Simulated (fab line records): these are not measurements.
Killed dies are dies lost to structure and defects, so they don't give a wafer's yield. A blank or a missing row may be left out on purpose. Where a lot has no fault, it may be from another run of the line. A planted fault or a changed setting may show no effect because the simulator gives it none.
A struck lot beside a sound one | flow sky130 | 17 out of 708 route steps
Sound: wafers L472.1, L472.5, L472.6. Wafers struck: L490.3, L490.4, L490.5. The cause comes at the end.
Per side, at each step with rows, come the tool, then ch with its chambers, and then its first start. Under that, the readings that differ: sound wafers | struck wafers | difference of the means | sigmas: that difference in standard deviations of wafers without a fault.
alike: readings with means less than 2 such deviations apart, plus words and numbers identical on both sides. not compared: withheld readings, readings lacking a value on some wafer, bounds such as >300 that could conceal the same value, and numbers that have no deviation in the record and whose values overlap.
The two part at a step that has a row with sigmas, a row that says differs or no value, or rows on one side only. Numbers that have no deviation but don't overlap get no sigmas and don't part them. Lack of a reading on every wafer of one side parts them only where that side has two or more wafers.

first, 2 steps without rows for these wafers: SKY_NWELL_IMPLANT_12; SKY_NWELL_IMPLANT_13.
SKY_NWELL_STRIP_14: strips in O2/N2.
  sound on plasma-asher-01 ch 0,1, day 4 19:28; struck on plasma-asher-04 ch 0,1, day 9 03:18
  reading                     | sound       | struck      | difference | sigmas
  drypump-motor-current-A (A) | 5.5 5.5 6.1 | 6.7 6.2 6.7 | +0.8       | +2
  alike: oes-product-au, strip-time-to-endpoint-s
  not compared: rf-hours-counter-h
SKY_NWELL_TW_MEAS_15:
  sound: film-metro-02 at day 4 19:34; struck: film-metro-01 at day 9 03:23
  alike: NWELL_TW
then, 7 steps without rows for these wafers: SKY_NWELL_DEHYDRATE_16 (time 60 s); SKY_NWELL_HMDS_17 (prime time 60 s); SKY_NWELL_COAT_18 (resist thk 3000 nm); SKY_NWELL_SOFTBAKE_19; SKY_NWELL_EXPOSE_20 (exposes mask NWM COMPLEMENT, target cd 840 nm); SKY_NWELL_PEB_21; SKY_NWELL_DEVELOP_22 (develop time 60 s).
SKY_NWELL_OVL_MEAS_23:
  sound: overlay-01 at day 5 13:14; struck: overlay-02 at day 10 01:05
  alike: NWELL_01_OVL
SKY_NWELL_IMPLANT_24:
  sound on implanter-04 ch 0, day 5 13:17; struck on implanter-04 ch 0, day 10 01:10
SKY_NWELL_STRIP_25: strips in O2/N2.
  sound on plasma-asher-02 ch 0,1, day 5 13:26; struck on plasma-asher-01 ch 0,1, day 10 01:18
  alike: drypump-motor-current-A, oes-product-au, strip-time-to-endpoint-s
  not compared: rf-hours-counter-h
SKY_NWELL_TW_MEAS_26:
  sound: film-metro-02 at day 5 13:32; struck: film-metro-01 at day 10 01:23
  reading    | sound             | struck            | difference | sigmas
  NWELL_2_TW | 499.2 503.2 500.2 | 462.1 462.4 461.9 | -38.7      | -15
then, 1 step without rows for these wafers: SKY_NWELL_CLEAN_27 (cleans in SC1/SC2, time 150 s).
-- the record jumps here: 40 days lie between the struck wafers' starts before and after (it left off in module NWELL and takes up again in module PAD_OPEN, whose first step shown is number 708 of the route) --
SKY_PAD_OPEN_PROBE_99:
  sound: prober-01 at day 46 01:42; struck: prober-01 at day 50 01:07
  reading                                                    | sound                         | struck                        | difference | sigmas
  model.etest.pfet_16v.r-on-ohm-um                           | 1.478e+04 1.576e+04 1.546e+04 | 1.922e+04 1.893e+04 1.936e+04 | +3.837e+03 |
  model.etest.res-iso-pwell.rs-ohm-sq                        | 2854 3352 3236                | 4705 4681 4774                | +1573      |
  model.etest.res-pwell-under-gate.rs-ohm-sq-range           | 60.63 50.47 26.45             | 787.9 811.1 769.5             | +743.6     |
  model.etest.res-pwell-under-gate.rs-ohm-sq                 | 2250 2246 2241                | 3024 3011 3014                | +771       |
  model.etest.res-iso-pwell.line-ohm-um                      | 1078 1263 1215                | 1792 1753 1816                | +602       |
  model.etest.res-pwell-under-gate.rs-ohm-sq-rim-less-centre | 4.32 23.77 -12.36             | -400 -336.1 -343              | -365       |
  model.etest.nfet_16v.r-on-ohm-um                           | 1.413e+04 1.431e+04 1.416e+04 | 1.366e+04 1.358e+04 1.366e+04 | -5.667e+02 |
  model.etest.pfet_16v.drive-ua-um                           | 240.5 236.7 241.9             | 179.7 183.1 181.1             | -58.4      |
  alike: killed_at_M0_to_M3, killed_at_M4_up, killed-at-contacts, killed-at-front-end, killed-at-other, killed-dies, killed-open, killed-short

## WHERE THEY PART
Last at SKY_NWELL_TW_MEAS_26 as far as this record goes, first at SKY_NWELL_STRIP_14. Later steps at which nothing parts them and some readings are alike: SKY_PAD_OPEN_PROBE_99.

WHY: what the simulator had put in
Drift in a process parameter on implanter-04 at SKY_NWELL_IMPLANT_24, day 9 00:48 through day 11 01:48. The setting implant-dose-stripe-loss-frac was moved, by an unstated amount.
